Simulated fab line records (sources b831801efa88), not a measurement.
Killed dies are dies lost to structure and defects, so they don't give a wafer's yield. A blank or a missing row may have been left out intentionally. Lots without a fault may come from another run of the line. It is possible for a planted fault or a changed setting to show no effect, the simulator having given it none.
Comparing a struck lot with a sound one -- flow sky130 -- 28 steps out of a route of 708
Sound: wafers L950.1, L950.2, L950.4. Struck: wafers L953.4, L953.6 (left out: L953.3, a lot-mate that was not struck); the cause follows at the end.
Each step with rows lists, per side, the tool, then ch with its chambers, then its first start. Under that, the readings that differ: sound wafers -- struck wafers -- difference of the means -- sigmas: that difference in standard deviations of wafers without a fault.
alike: words and numbers the same on both sides, and readings whose means are apart by under 2 such deviations; not compared: readings that were withheld, readings missing a value for some wafer, numbers with overlapping values and no deviation given by the record, and bounds like >300 which may hide the same value.
A row with sigmas, a row that says differs or no value, or rows on one side alone: a step with any of these is where the two part. When numbers do not overlap yet have no deviation, they are printed without sigmas and do not part them. Lack of a reading on every wafer of one side parts them only where that side has two or more wafers.

SKY_PASSIVATION_CVD_00: deposits SiO2, target thk 90 nm.
  sound on pecvd-04 ch 0,1,2, day 45 08:34; struck on pecvd-04 ch 1,2, day 46 09:32
  alike: heater-power-outer-w, heater-power-w
SKY_PASSIVATION_THK_MEAS_01:
  sound on film-metro-01 at day 45 08:35; struck on film-metro-02 at day 46 09:34
  alike: PASSIVATION_CVD_00_THK
SKY_PASSIVATION_CVD_02: deposits Si3N4, target thk 540 nm.
  sound on pecvd-02 ch 0,2, day 45 08:39; struck on pecvd-01 ch 0,2, day 46 09:37
  alike: heater-power-outer-w, heater-power-w
SKY_PASSIVATION_THK_MEAS_03:
  sound on film-metro-02 at day 45 08:53; struck on film-metro-01 at day 46 09:51
  alike: PASSIVATION_CVD_02_THK
then, 7 steps without rows for these wafers: SKY_PASSIVATION_DEHYDRATE_04 (time 60 s); SKY_PASSIVATION_HMDS_05 (prime time 60 s); SKY_PASSIVATION_COAT_06 (resist thk 3000 nm); SKY_PASSIVATION_SOFTBAKE_07; SKY_PASSIVATION_EXPOSE_08 (exposes mask NSM, target cd 3000 nm); SKY_PASSIVATION_PEB_09; SKY_PASSIVATION_DEVELOP_10 (develop time 61.54 s).
SKY_PASSIVATION_ETCH_11: etches the open film in CF4/O2, stops on AlCu, target depth 725 nm, time 161.1 s.
  sound on rie-diel-04 ch 0,1,3, day 46 05:43; struck on rie-diel-01 ch 2,3, day 47 06:19
  alike: chamber-pressure-mTorr, drypump-motor-current-A, oes-product-au, throttle-valve-pct
  not compared: rf-hours-counter-h
SKY_PASSIVATION_STRIP_12: strips in O2/N2.
  sound on plasma-asher-03 ch 0,1, day 46 05:49; struck on plasma-asher-03 ch 0, day 47 06:27
  alike: chamber-pressure-mTorr, drypump-motor-current-A, oes-product-au, strip-time-to-endpoint-s
  not compared: rf-hours-counter-h
then, 7 steps without rows for these wafers: SKY_PAD_OPEN_DEHYDRATE_00 (time 58.43 s); SKY_PAD_OPEN_HMDS_01 (prime time 60 s); SKY_PAD_OPEN_COAT_02 (resist thk 3000 nm); SKY_PAD_OPEN_SOFTBAKE_03; SKY_PAD_OPEN_EXPOSE_04 (exposes mask PDM, target cd 60000 nm); SKY_PAD_OPEN_PEB_05; SKY_PAD_OPEN_DEVELOP_06 (develop time 60 s).
SKY_PAD_OPEN_ETCH_07: etches the open film in CF4/O2, stops on AlCu, target depth 725 nm, time 161.1 s.
  sound on rie-diel-01 ch 1,2,3, day 47 01:52; struck on rie-diel-01 ch 0,1, day 48 01:34
  alike: chamber-pressure-mTorr, drypump-motor-current-A, oes-product-au, throttle-valve-pct
  not compared: rf-hours-counter-h
SKY_PAD_OPEN_STRIP_08: strips in O2/N2.
  sound on plasma-asher-04 ch 0,1, day 47 01:58; struck on plasma-asher-02 ch 1, day 48 01:42
reading,sound,struck,difference,sigmas
drypump-motor-current-A (A),6.4 6.0 6.0,4.9 4.9,-1.2,-2
  alike: chamber-pressure-mTorr, oes-product-au
  not compared: rf-hours-counter-h
then, 4 steps without rows for these wafers: SKY_PAD_OPEN_STRIP_09 (strips in post etch residue remover, time 1200 s); SKY_PAD_OPEN_CLEAN_10 (cleans in IPA, time 180 s); SKY_PAD_OPEN_CLEAN_11 (cleans in O3/DIW); SKY_PAD_OPEN_ANNEAL_12.
SKY_PAD_OPEN_BOW_MEAS_13:
  sound on film-metro-04 at day 47 04:04; struck on film-metro-04 at day 48 03:52
  alike: PAD_OPEN_BOW
SKY_PAD_OPEN_PROBE_99:
  sound on prober-02 at day 47 04:11; struck on prober-02 at day 48 04:06
reading,sound,struck,difference,sigmas
defect-limited-yield (%),81.5 80.9 80.7,74.6 75.4,-6.0,-3
killed-at-other,0 0 1,47 45,+46,+62
killed-dies,91 94 95,125 121,+30,+3
sort_bin_3_pad_short (%),1.2 0.8 0.4,2.8 3.7,+2.5,+6
sort_bin_5_function (%),10.4 11.4 9.8,15.7 15.0,+4.8,+3
sort-n-pass,401 398 397,367 371,-30,-3
sort-yield-pct (%),81.5 80.9 80.7,74.6 75.4,-6.0,-3
model.etest.tester.sort-n-pass,401 398 397,367 371,-30,
model.etest.tester.sort-yield-pct (%),81.5 80.89 80.69,74.59 75.41,-6.03,
model.etest.tester.sort_bin_5_pct (%),10.37 11.38 9.756,15.65 15.04,+4.84,
model.etest.tester.sort_bin_3_pct (%),1.22 0.813 0.4065,2.846 3.659,+2.439,
  alike: killed_at_M0_to_M3, killed_at_M4_up, killed-at-contacts, killed-at-front-end, killed-open, killed-short, sort_bin_6_memory

## WHERE THEY PART
Earliest at SKY_PAD_OPEN_STRIP_08; latest, in this record, at SKY_PAD_OPEN_PROBE_99.

WHY: whatever the simulator had introduced
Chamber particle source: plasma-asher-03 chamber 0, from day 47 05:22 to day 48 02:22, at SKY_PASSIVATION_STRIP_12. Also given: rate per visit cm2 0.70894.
